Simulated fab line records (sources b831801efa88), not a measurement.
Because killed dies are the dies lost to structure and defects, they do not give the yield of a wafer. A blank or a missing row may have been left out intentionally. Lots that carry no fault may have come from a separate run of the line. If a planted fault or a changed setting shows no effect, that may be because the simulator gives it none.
Struck lot and sound lot, side by side | flow sky130 | 15 steps out of a route of 708
Sound: these wafers, L373.4, L373.5, L373.6. Wafers struck: L377.1, L377.4, L377.6. At the end, the cause is stated.
Each step with rows lists, per side, the tool, then ch with its chambers, then its first start. Under that, the readings that differ: sound wafers | struck wafers | difference of the means | sigmas: that difference in standard deviations of wafers without a fault.
alike: words and numbers the same on both sides, and readings whose means are apart by under 2 such deviations; not compared: readings that were withheld, readings missing a value for some wafer, numbers with overlapping values and no deviation given by the record, and bounds like >300 which may hide the same value.
A row with sigmas, a row that says differs or no value, or rows on one side alone: a step with any of these is where the two part. Numbers that have no deviation but don't overlap get no sigmas and don't part them. A reading missing from all wafers of one side parts the sides only when that side holds two or more wafers.

first, 1 step without rows for these wafers: SKY_VT_ADJUST_LVTN_IMPLANT_19.
SKY_VT_ADJUST_LVTN_STRIP_20: strips in O2/N2.
  sound on plasma asher-01 ch 0,1, day 8 23:37; struck on plasma asher-01 ch 0,1, day 9 16:08
  alike: drypump motor current A, oes product au, strip time to endpoint s
  not compared: rf hours counter h
SKY_VT_ADJUST_LVTN_TW_MEAS_21:
  sound on film metro-01 at day 8 23:43; struck on film metro-04 at day 9 16:14
  alike: VT_ADJUST_LVTN_2_TW
then, 7 steps without rows for these wafers: SKY_VT_ADJUST_NCORE_DEHYDRATE_00 (time 60 s); SKY_VT_ADJUST_NCORE_HMDS_01 (prime time 60 s); SKY_VT_ADJUST_NCORE_COAT_02 (resist thk 1140 nm); SKY_VT_ADJUST_NCORE_SOFTBAKE_03 (time 60 s); SKY_VT_ADJUST_NCORE_EXPOSE_04 (exposes mask LVTN COMPLEMENT THIN, target cd 380 nm); SKY_VT_ADJUST_NCORE_PEB_05; SKY_VT_ADJUST_NCORE_DEVELOP_06 (develop time 60 s).
SKY_VT_ADJUST_NCORE_CD_MEAS_07: the cd target is 380 nm.
  sound on cd sem-02 at day 9 20:23; struck on cd sem-01 at day 10 14:40
  alike: cd nm
SKY_VT_ADJUST_NCORE_OVL_MEAS_08:
  sound on overlay-01 at day 9 20:28; struck on overlay-02 at day 10 14:47
  alike: VT_ADJUST_NCORE_OVL
SKY_VT_ADJUST_NCORE_IMPLANT_09:
  struck on implanter-04, day 10 14:50; sound on implanter-02 ch 0, day 9 20:33
  no value came back on the struck wafers for beam energy keV, beam on s (s); on the sound wafers beam energy keV reads 10.001 10.002 10.002
SKY_VT_ADJUST_NCORE_STRIP_10: strips in O2/N2.
  sound on plasma asher-01 ch 0,1, day 9 20:40; struck on plasma asher-04 ch 0, day 10 14:59
  alike: drypump motor current A, oes product au, strip time to endpoint s
  not compared: rf hours counter h
SKY_VT_ADJUST_NCORE_TW_MEAS_11:
  sound on film metro-02 at day 9 20:46; struck on film metro-03 at day 10 15:05
  reading            | sound             | struck         | difference | sigmas
  VT_ADJUST_NCORE_TW | 219.2 219.2 220.3 | 30.4 30.3 30.4 | -189.2     | -99 or more

## WHERE THEY PART
First at SKY_VT_ADJUST_NCORE_IMPLANT_09; last, within this record, at SKY_VT_ADJUST_NCORE_TW_MEAS_11.

WHY: whatever the simulator had introduced
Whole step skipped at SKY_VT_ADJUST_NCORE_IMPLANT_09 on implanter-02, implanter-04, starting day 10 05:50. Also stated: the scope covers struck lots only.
